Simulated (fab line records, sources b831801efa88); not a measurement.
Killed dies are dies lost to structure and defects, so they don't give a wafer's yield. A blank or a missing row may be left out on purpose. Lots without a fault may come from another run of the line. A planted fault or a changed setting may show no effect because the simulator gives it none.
Which tool did it? | flow gf180mcu | 11 lots, 33 wafers sampled, at 5 steps of a route of 602

WHAT THE GAUGES READ, wafer by wafer
GF_POLY_GATE_THK_MEAS_17.
lot  | measured     | on            | POLY_GATE_OXIDATION_THK (nm)
L275 | day 10 08:11 | film_metro-02 | 3.94 3.88 4.04
L278 | day 11 01:33 | film_metro-04 | 4.01 3.95 4.08
L279 | day 11 12:47 | film_metro-04 | 3.99 3.99 3.98
L280 | day 12 02:28 | film_metro-01 | 4.00 4.03 3.95
L281 | day 12 02:28 | film_metro-02 | 4.16 4.06 4.06
L283 | day 12 14:11 | film_metro-04 | 3.99 3.96 4.00
L289 | day 14 15:46 | film_metro-01 | 3.92 3.96 3.98
L292 | day 15 12:40 | film_metro-02 | 3.87 3.77 3.91
L293 | day 15 18:02 | film_metro-01 | 4.06 4.01 4.00
L294 | day 15 21:58 | film_metro-02 | 4.03 4.03 4.03
L295 | day 16 01:11 | film_metro-02 | 3.91 3.98 3.97

GF_HV_LDD_THK_MEAS_57.
lot  | measured     | on            | HV_LDD_CVD_56_THK (nm)
L275 | day 13 18:05 | film_metro-01 | 89.2 89.3 90.1
L278 | day 14 12:59 | film_metro-03 | 89.6 89.7 89.8
L279 | day 15 00:19 | film_metro-01 | 90.5 90.6 91.2
L280 | day 15 17:13 | film_metro-01 | 49.0 49.1 49.3
L281 | day 15 17:13 | film_metro-02 | 48.5 48.9 49.8
L283 | day 16 05:35 | film_metro-02 | 89.5 89.3 90.5
L289 | day 18 11:47 | film_metro-01 | 90.6 91.4 90.7
L292 | day 19 12:56 | film_metro-03 | 87.6 88.6 88.2
L293 | day 19 18:53 | film_metro-01 | 90.0 88.8 90.0
L294 | day 19 23:05 | film_metro-02 | 88.6 90.0 89.6
L295 | day 20 02:42 | film_metro-02 | 91.5 91.8 91.6

WHICH TOOL RAN EACH LOT (tool, then ch and the chambers of the sampled wafers, then the start)
lot  | GF_POLY_GATE_STRIP_14                | GF_HV_LDD_STRIP_49                   | GF_HV_LDD_CVD_56
L275 | plasma_asher-01 ch 0,1, day 10 06:07 | plasma_asher-01 ch 0,1, day 13 13:28 | lpcvd-01 ch 1, day 13 16:39
L278 | plasma_asher-02 ch 0,1, day 10 23:16 | plasma_asher-04 ch 1, day 14 09:26   | lpcvd-01 ch 0, day 14 11:34
L279 | plasma_asher-01 ch 0,1, day 11 10:04 | plasma_asher-03 ch 0,1, day 14 21:20 | lpcvd-01 ch 1, day 14 22:52
L280 | plasma_asher-04 ch 0,1, day 11 23:52 | plasma_asher-03 ch 1, day 15 13:15   | lpcvd-02 ch 0, day 15 15:47
L281 | plasma_asher-02 ch 0,1, day 11 23:53 | plasma_asher-04 ch 0,1, day 15 13:02 | lpcvd-02 ch 0, day 15 15:47
L283 | plasma_asher-01 ch 0,1, day 12 12:21 | plasma_asher-01 ch 1, day 16 02:40   | lpcvd-01 ch 1, day 16 04:09
L289 | plasma_asher-01 ch 0,1, day 14 14:20 | plasma_asher-01 ch 0,1, day 18 08:53 | lpcvd-01 ch 0, day 18 10:22
L292 | plasma_asher-04 ch 0,1, day 15 09:16 | plasma_asher-04 ch 0,1, day 19 10:03 | lpcvd-01 ch 0, day 19 11:29
L293 | plasma_asher-01 ch 0,1, day 15 14:33 | plasma_asher-03 ch 0,1, day 19 15:59 | lpcvd-01 ch 0, day 19 17:28
L294 | plasma_asher-04 ch 0,1, day 15 18:00 | plasma_asher-01 ch 0,1, day 19 20:10 | lpcvd-02 ch 1, day 19 21:39
L295 | plasma_asher-04 ch 0,1, day 15 23:18 | plasma_asher-01 ch 0,1, day 19 23:47 | lpcvd-02 ch 0, day 20 01:16
- GF_POLY_GATE_STRIP_14: strips in O2/N2.
- GF_HV_LDD_STRIP_49: strips in O2/N2.
- GF_HV_LDD_CVD_56: deposits Si3N4 from DCS/NH3, target thk 90 nm, time 1543 s.

WHAT THE TOOLS THEMSELVES READ (means of the sampled wafers that have a number; where no wafer has one, the mark that the record gives instead)
GF_POLY_GATE_STRIP_14.
lot  | tool            | drypump_motor_current_A (A) | heater_power_w (W) | oes_product_au (a.u.)
L275 | plasma_asher-01 | 5.8                         | 345                | 0.504
L278 | plasma_asher-02 | 5.7                         | 325                | 0.504
L279 | plasma_asher-01 | 5.9                         | 320                | 0.509
L280 | plasma_asher-04 | 5.3                         | 317                | 0.505
L281 | plasma_asher-02 | 6.1                         | 312                | 0.507
L283 | plasma_asher-01 | 5.7                         | 350                | 0.500
L289 | plasma_asher-01 | 5.7                         | 346                | 0.504
L292 | plasma_asher-04 | 5.4                         | 312                | 0.502
L293 | plasma_asher-01 | 5.7                         | 349                | 0.505
L294 | plasma_asher-04 | 5.4                         | 311                | 0.504
L295 | plasma_asher-04 | 5.5                         | 315                | 0.500

GF_HV_LDD_STRIP_49.
lot  | tool            | drypump_motor_current_A (A) | heater_power_w (W) | oes_product_au (a.u.) | strip_time_to_endpoint_s (s)
L275 | plasma_asher-01 | 5.9                         | 317                | 0.718                 | 12.58
L278 | plasma_asher-04 | 5.5                         | 307                | 0.715                 | 12.63
L279 | plasma_asher-03 | 6.2                         | 358                | 0.714                 | 12.60
L280 | plasma_asher-03 | 6.0                         | 366                | 0.714                 | 12.62
L281 | plasma_asher-04 | 5.4                         | 313                | 0.715                 | 12.62
L283 | plasma_asher-01 | 5.6                         | 379                | 0.720                 | 12.61
L289 | plasma_asher-01 | 5.7                         | 350                | 0.711                 | 12.65
L292 | plasma_asher-04 | 5.5                         | 308                | 0.717                 | 12.61
L293 | plasma_asher-03 | 6.5                         | 352                | 0.713                 | 12.61
L294 | plasma_asher-01 | 5.9                         | 310                | 0.716                 | 12.64
L295 | plasma_asher-01 | 5.9                         | 310                | 0.714                 | 12.59

GF_HV_LDD_CVD_56.
lot  | tool     | pressure_mtorr (mTorr) | spike_tc_bottom_C (C) | spike_tc_centre_C (C) | spike_tc_lower_C (C) | spike_tc_top_C (C) | spike_tc_upper_C (C) | susceptor_temp_C (C)
L275 | lpcvd-01 | 250.0                  | 791                   | 769.0                 | 770.6                | 783                | 770.4                | 770.3
L278 | lpcvd-01 | 249.9                  | 794                   | 770.0                 | 770.2                | 785                | 767.5                | 769.8
L279 | lpcvd-01 | 250.0                  | 792                   | 768.5                 | 768.8                | 781                | 771.3                | 770.1
L280 | lpcvd-02 | 250.2                  | 754                   | 740.1                 | 742.1                | 755                | 739.6                | 739.7
L281 | lpcvd-02 | 250.0                  | 753                   | 740.1                 | 742.3                | 754                | 740.3                | 740.0
L283 | lpcvd-01 | 250.2                  | 792                   | 769.9                 | 769.8                | 784                | 771.2                | 769.7
L289 | lpcvd-01 | 249.5                  | 794                   | 771.1                 | 769.3                | 785                | 768.8                | 769.9
L292 | lpcvd-01 | 249.6                  | 793                   | 769.8                 | 770.7                | 785                | 768.1                | 769.9
L293 | lpcvd-01 | 249.6                  | 793                   | 769.7                 | 770.5                | 786                | 768.6                | 770.2
L294 | lpcvd-02 | 250.7                  | 790                   | 771.7                 | 769.9                | 791                | 769.8                | 770.5
L295 | lpcvd-02 | 249.5                  | 784                   | 769.4                 | 771.9                | 782                | 769.3                | 770.2

THE ANSWER, worked out from the rows above alone
Rule: what is usual is taken from the lots themselves. Put in order of their means at a reading, lots are off if they are a third of the lots or fewer, leave a main group of 4 or more, and stand apart from it by a gap of 3 or more times the standard deviation of the main group's means; of several such gaps the widest counts. A main group whose means are all the same, to the digits that the tables above print for the reading, isn't used. A lot without any number at a reading at which 4 lots or more have one is off too. The other lots that the step has rows for count as sound. The gauges are gone through in route order, then the tools' own readings, and for those a lot's mean is taken as printed above. The first step at which some lot is off is used, and at that step the reading that is off furthest; a lot without a number counts as furthest.
Off: L280, L281, at GF_HV_LDD_THK_MEAS_57 (HV_LDD_CVD_56_THK). The main group: mean 89.9 nm, standard deviation 0.97.
A tool fits if, at a process step before that reading, it ran every lot that is off, and no sound lot after the first of them. The gauges at GF_HV_LDD_THK_MEAS_57 aren't tried: what is off there is off at GF_HV_LDD_CVD_56 too, on other tools, and a gauge's error can't cause that. None of those tried fits.

WHAT THE SIMULATOR HAD PUT IN
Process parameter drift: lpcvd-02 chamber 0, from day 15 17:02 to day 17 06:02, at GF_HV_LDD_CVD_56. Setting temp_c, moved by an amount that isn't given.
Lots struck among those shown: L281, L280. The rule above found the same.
